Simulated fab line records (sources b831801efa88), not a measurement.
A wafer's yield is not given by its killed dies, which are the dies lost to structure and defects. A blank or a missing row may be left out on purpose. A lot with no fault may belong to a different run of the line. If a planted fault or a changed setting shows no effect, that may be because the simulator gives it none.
Which tool did it?    flow sky130    12 lots with 36 wafers sampled at 4 steps, on a route of 708 steps

WHAT THE GAUGES READ, wafer by wafer
SKY_RES_XHIGH_TW_MEAS_09.
lot   measured      on             RES_XHIGH_TW
L823  day 26 15:50  film_metro-01  1641 1628 1634
L824  day 27 01:08  film_metro-02  1658 1667 1663
L826  day 28 13:47  film_metro-02  1663 1659 1659
L827  day 28 15:53  film_metro-02  1654 1659 1654
L828  day 28 14:59  film_metro-01  1645 1642 1644
L831  day 29 09:41  film_metro-01  1640 1650 1644
L832  day 29 19:12  film_metro-03  1616 1617 1619
L833  day 30 08:27  film_metro-01  1623 1628 1625
L834  day 30 07:51  film_metro-01  1611 1620 1619
L836  day 32 07:31  film_metro-03  1641 1642 1638
L844  day 33 14:53  film_metro-02  1643 1651 1646
L845  day 33 20:20  film_metro-02  1649 1649 1653

EACH LOT AND THE TOOL THAT RAN IT (in order: tool; ch and the chambers of the sampled wafers; start)
lot   SKY_GATE_OXIDE_OXIDATION_16    SKY_POLY_CUT_ETCH_10                SKY_RES_XHIGH_STRIP_08
L823  furnace-02 ch 0, day 14 01:24  rie_diel-04 ch 0,2,3, day 24 04:37  plasma_asher-01 ch 0,1, day 26 15:43
L824  furnace-02 ch 0, day 14 11:43  rie_diel-03 ch 0,1,3, day 24 14:40  plasma_asher-02 ch 0,1, day 27 01:01
L826  furnace-02 ch 0, day 15 02:50  rie_diel-01 ch 1,2, day 26 04:16    plasma_asher-02 ch 0,1, day 28 13:40
L827  furnace-02 ch 0, day 15 02:50  rie_diel-03 ch 0,1,3, day 26 05:36  plasma_asher-02 ch 0,1, day 28 15:47
L828  furnace-02 ch 0, day 15 15:58  rie_diel-03 ch 0,1,2, day 26 05:04  plasma_asher-04 ch 0,1, day 28 14:53
L831  furnace-01 ch 0, day 16 14:35  rie_diel-03 ch 0,1, day 27 00:42    plasma_asher-02 ch 0,1, day 29 09:35
L832  furnace-02 ch 0, day 16 23:56  rie_diel-01 ch 0,3, day 27 10:12    plasma_asher-01 ch 0,1, day 29 19:05
L833  furnace-02 ch 0, day 17 10:07  rie_diel-04 ch 1,2, day 28 00:09    plasma_asher-04 ch 0,1, day 30 08:21
L834  furnace-01 ch 0, day 17 10:12  rie_diel-03 ch 0,1,3, day 27 23:12  plasma_asher-04 ch 0,1, day 30 07:45
L836  furnace-02 ch 0, day 19 17:18  rie_diel-01 ch 0,1,3, day 29 23:16  plasma_asher-01 ch 0,1, day 32 07:25
L844  furnace-02 ch 0, day 21 05:57  rie_diel-04 ch 0,1,3, day 31 08:21  plasma_asher-01 ch 0,1, day 33 14:46
L845  furnace-02 ch 0, day 21 10:58  rie_diel-01 ch 0,1,3, day 31 13:02  plasma_asher-01 ch 0,1, day 33 20:14
- SKY_GATE_OXIDE_OXIDATION_16: stabilise 600 s, purge 300 s, target thk 3.57 nm.
- SKY_POLY_CUT_ETCH_10: etches BARC in N2/H2, stops on SiO2, time 45.9 s, target depth 60 nm.
- SKY_RES_XHIGH_STRIP_08: strips in O2/N2.

WHAT THE TOOLS THEMSELVES READ (means of the sampled wafers that have a number; where no wafer has one, the mark that the record gives instead)
SKY_GATE_OXIDE_OXIDATION_16.
lot   tool        ramp_down_c_per_min  spike_tc_bottom_C (C)  spike_tc_centre_C (C)  spike_tc_lower_C (C)  spike_tc_top_C (C)  spike_tc_upper_C (C)
L823  furnace-02  3.0004               820.4                  800.8                  801.4                 813.1               800.3
L824  furnace-02  2.9996               819.4                  800.2                  801.2                 813.2               801.0
L826  furnace-02  2.9997               819.3                  801.1                  801.4                 813.8               799.8
L827  furnace-02  2.9999               818.6                  800.9                  801.2                 813.7               800.8
L828  furnace-02  2.9997               819.4                  800.4                  801.3                 812.3               800.8
L831  furnace-01  3.0004               822.3                  800.8                  800.8                 809.4               798.6
L832  furnace-02  3.0005               818.7                  800.6                  801.5                 813.8               800.7
L833  furnace-02  3.0002               819.2                  798.7                  801.4                 814.0               800.5
L834  furnace-01  2.9998               823.6                  800.4                  800.9                 808.4               799.2
L836  furnace-02  2.9999               818.3                  799.6                  800.5                 813.4               799.8
L844  furnace-02  3.0000               807.9                  788.2                  788.9                 799.8               788.7
L845  furnace-02  2.9999               807.1                  788.8                  790.8                 801.8               789.2

SKY_POLY_CUT_ETCH_10.
lot   tool         drypump_motor_current_A (A)  oes_product_au (a.u.)  throttle_valve_pct (%)
L823  rie_diel-04  5.8                          0.853                  13.231
L824  rie_diel-03  5.9                          0.851                  13.222
L826  rie_diel-01  5.6                          0.854                  13.226
L827  rie_diel-03  6.0                          0.855                  13.223
L828  rie_diel-03  5.9                          0.852                  13.224
L831  rie_diel-03  5.5                          0.857                  13.223
L832  rie_diel-01  6.0                          0.857                  13.224
L833  rie_diel-04  5.9                          0.855                  13.217
L834  rie_diel-03  6.0                          0.855                  13.227
L836  rie_diel-01  5.7                          0.853                  13.222
L844  rie_diel-04  5.8                          0.851                  13.225
L845  rie_diel-01  5.8                          0.858                  13.229

SKY_RES_XHIGH_STRIP_08.
lot   tool             drypump_motor_current_A (A)  oes_product_au (a.u.)  strip_time_to_endpoint_s (s)
L823  plasma_asher-01  5.1                          0.711                  14.26
L824  plasma_asher-02  6.0                          0.712                  14.28
L826  plasma_asher-02  6.0                          0.710                  14.22
L827  plasma_asher-02  5.8                          0.708                  14.26
L828  plasma_asher-04  5.7                          0.712                  14.33
L831  plasma_asher-02  5.8                          0.712                  14.22
L832  plasma_asher-01  5.1                          0.713                  14.35
L833  plasma_asher-04  5.6                          0.714                  14.28
L834  plasma_asher-04  5.6                          0.713                  14.32
L836  plasma_asher-01  5.1                          0.713                  14.26
L844  plasma_asher-01  5.1                          0.713                  14.27
L845  plasma_asher-01  5.2                          0.714                  14.26

THE ANSWER, worked out from the rows above alone
Rule: the usual values come from the lots themselves. The widest of any qualifying gaps counts: lots, ordered by their means at a reading, are off when they make up no more than a third of the lots, leave a main group of 4 or more, and stand apart from it by 3 or more times the standard deviation of that group's means. Not used: any main group whose means are identical at the precision the tables above print for the reading. Also off: a lot with no number at a reading for which 4 or more lots have one. The other lots that the step has rows for count as sound. The gauges are gone through in route order, then the tools' own readings, and for those a lot's mean is taken as printed above. At the first step where some lot is off, the reading lying furthest off is the one used; lots without a number count as furthest.
Off, at SKY_GATE_OXIDE_OXIDATION_16 on spike_tc_lower_C: L844, L845. For the main group the mean is 801.2 C and the standard deviation 0.31.
A tool fits if, at that step or a process step before it, it ran every lot that is off, and no sound lot after the first of them. One candidate fits, namely furnace-02 at SKY_GATE_OXIDE_OXIDATION_16. A fault onset in the window from L836 (day 19 17:18, its last sound lot) to L844 (day 21 05:57, its first lot off) fits.
The tool's own readings at SKY_GATE_OXIDE_OXIDATION_16 bear it out: on the lots that are off they differ by more than 5 times the standard deviation of the sound lots' means. spike_tc_bottom_C reads 807.5 C there against 819.9 C on the sound lots; spike_tc_centre_C reads 788.5 C there against 800.4 C on the sound lots; spike_tc_lower_C reads 789.8 C there against 801.2 C on the sound lots; spike_tc_top_C reads 800.8 C there against 812.5 C on the sound lots; spike_tc_upper_C reads 789.0 C there against 800.1 C on the sound lots.

WHAT THE SIMULATOR HAD PUT IN
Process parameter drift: furnace-02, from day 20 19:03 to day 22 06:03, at SKY_GATE_OXIDE_OXIDATION_16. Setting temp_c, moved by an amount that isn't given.
Lots struck among those shown: L844, L845. The same result came from the rule above.
